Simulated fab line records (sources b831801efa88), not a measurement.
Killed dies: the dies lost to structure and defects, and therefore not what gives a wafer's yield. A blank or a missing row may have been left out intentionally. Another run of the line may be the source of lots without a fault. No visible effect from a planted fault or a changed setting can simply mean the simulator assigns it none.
Matching of chambers :: flow sky130 :: 4 sister chambers for SKY_METAL4_ETCH_17 on rie diel-01
The step etches SiO2 in C4F8/O2/Ar, stops on TiN, time 3.9 s, target depth 15 nm. 4 wafers are shown with their chamber, then 8 later ones without.

## WAFERS PAIRED WITH THEIR CHAMBERS
wafer: L079.4
chamber: 2
bias w (W): 1201

wafer: L083.6
chamber: 3
bias w (W): 1195

wafer: L087.2
chamber: 1
bias w (W): 1201

wafer: L090.2
chamber: 0
bias w (W): 1199

## WAFERS WITH NO CHAMBER GIVEN
wafer: L090.4
bias w (W): 1201

wafer: L090.6
bias w (W): 1202

wafer: L093.4
bias w (W): 1204

wafer: L093.5
bias w (W): 1204

wafer: L093.6
bias w (W): 1201

wafer: L096.4
bias w (W): 1201

wafer: L096.5
bias w (W): 1205

wafer: L096.6
bias w (W): 1202

## WHICH CHAMBER EACH ONE RAN IN
wafer: L090.4
from the rows above: can't be placed: 1 or 2 or 0
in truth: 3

wafer: L090.6
from the rows above: can't be placed: 1 or 2 or 0
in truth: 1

wafer: L093.4
from the rows above: can't be placed: 1 or 2 or 0
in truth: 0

wafer: L093.5
from the rows above: can't be placed: 1 or 2 or 0
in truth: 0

wafer: L093.6
from the rows above: can't be placed: 1 or 2 or 0
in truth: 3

wafer: L096.4
from the rows above: can't be placed: 1 or 2 or 0
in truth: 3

wafer: L096.5
from the rows above: can't be placed: 1 or 2 or 0
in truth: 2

wafer: L096.6
from the rows above: can't be placed: 1 or 2 or 0
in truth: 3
0 of 8 placed correctly. These rows do not allow placing 8 (true chamber among the candidates in 4). Number placed wrongly: 0.
How it was worked out, from the rows above alone: a wafer's distance from a chamber is the root of the sum, over the readings, of the square of ((its reading less the chamber's mean) divided by the reading's scatter). If the next closest chamber is less than 2 further off than the closest, the wafer can't be placed; otherwise it belongs to the closest. For every chamber, the mean is computed from those of its wafers that are shown. The scatter (one wafer shown for each chamber): square how far every hidden wafer sits from the nearest shown wafer, average those squares and take the square root.
